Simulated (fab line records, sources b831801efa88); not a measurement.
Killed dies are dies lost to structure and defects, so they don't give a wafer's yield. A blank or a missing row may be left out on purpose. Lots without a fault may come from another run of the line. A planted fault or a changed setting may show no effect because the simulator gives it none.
Chamber matching | flow sky130 | SKY_VIA3_CMP_24 on cmp-02: 4 sister chambers
The step polishes, stops on SiO2, t overpolish 20 s, target thk 0 nm. 24 wafers are shown with their chamber, then 12 later ones without.

WAFERS WITH THEIR CHAMBER
wafer  | chamber | motor_current_A (A) | retaining_ring_pressure_frac | overpolish_run_s (s)
L075.2 | 3       | 12.5                | 0.997                        | 19.997
L075.3 | 1       | 12.7                | 0.998                        | 19.996
L075.4 | 0       | 10.6                | 1.003                        | 19.995
L077.2 | 0       | 10.4                | 0.998                        | 20.003
L077.5 | 0       | 10.4                | 1.000                        | 19.982
L077.6 | 3       | 12.5                | 0.999                        | 19.988
L078.2 | 3       | 11.9                | 1.011                        | 20.003
L078.3 | 1       | 12.6                | 0.997                        | 19.968
L078.4 | 2       | 13.6                | 1.005                        | 19.998
L079.1 | 3       | 12.4                | 0.994                        | 20.000
L079.2 | 2       | 13.7                | 1.006                        | 20.006
L079.6 | 0       | 10.2                | 1.000                        | 19.995
L080.2 | 2       | 13.9                | 1.004                        | 20.026
L080.4 | 1       | 11.4                | 1.002                        | 19.996
L080.6 | 2       | 13.0                | 1.001                        | 19.997
L082.3 | 3       | 12.2                | 0.998                        | 20.001
L082.4 | 1       | 12.1                | 1.003                        | 19.996
L082.5 | 2       | 14.0                | 0.999                        | 20.000
L083.3 | 3       | 12.3                | 0.996                        | 19.983
L083.4 | 2       | 13.2                | 1.003                        | 19.990
L083.6 | 0       | 10.1                | 1.000                        | 19.994
L084.1 | 2       | 14.2                | 1.002                        | 19.995
L084.2 | 1       | 12.2                | 0.997                        | 20.009
L084.5 | 2       | 13.6                | 1.001                        | 20.010

SIGNATURES (means of the wafers above)
reading                      | chamber 0 | chamber 1 | chamber 2 | chamber 3 | scatter within a chamber
motor_current_A              | 10.340    | 12.200    | 13.650    | 12.300    | 0.36
retaining_ring_pressure_frac | 1.00020   | 0.99940   | 1.00262   | 0.99917   | 0.00365
overpolish_run_s             | 19.99380  | 19.99300  | 20.00275  | 19.99533  | 0.0108
Rule: a wafer's distance from a chamber is the root of the sum, over the readings, of the square of ((its reading less the chamber's mean) divided by the reading's scatter). The wafer belongs to the nearest chamber; if the next one is less than 2 further off, it can't be placed. The scatter: the root of (the sum of the squares of (reading less its chamber's mean) over the shown wafers, divided by (wafers less chambers)).

WAFERS WITHOUT THEIR CHAMBER
wafer  | motor_current_A (A) | retaining_ring_pressure_frac | overpolish_run_s (s)
L085.1 | 12.1                | 0.996                        | 20.002
L085.3 | 10.9                | 1.004                        | 19.992
L085.6 | 14.1                | 0.990                        | 20.019
L093.2 | 11.8                | 0.996                        | 20.007
L093.3 | 13.2                | 1.001                        | 19.992
L093.4 | 10.4                | 1.000                        | 20.010
L096.1 | 10.6                | 0.999                        | 20.017
L096.4 | 14.1                | 1.004                        | 20.018
L096.5 | 10.0                | 1.005                        | 20.011
L095.1 | 10.5                | 0.991                        | 19.994
L095.5 | 11.0                | 0.995                        | 19.995
L095.6 | 11.9                | 1.006                        | 19.999

WHICH CHAMBER EACH WENT THROUGH
wafer  | from the rows above          | in truth
L085.1 | can't be placed: 3 or 1      | 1
L085.3 | can't be placed: 0 or 1      | 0
L085.6 | 2                            | 2
L093.2 | can't be placed: 1 or 3      | 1
L093.3 | can't be placed: 2 or 3 or 1 | 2
L093.4 | 0                            | 0
L096.1 | 0                            | 0
L096.4 | 2                            | 2
L096.5 | 0                            | 0
L095.1 | 0                            | 0
L095.5 | can't be placed: 0 or 1 or 3 | 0
L095.6 | can't be placed: 1 or 3      | 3
Placed correctly: 6 of 12. Can't be placed from these rows: 6 (the true chamber is among the candidates in 6). Placed wrongly: 0.
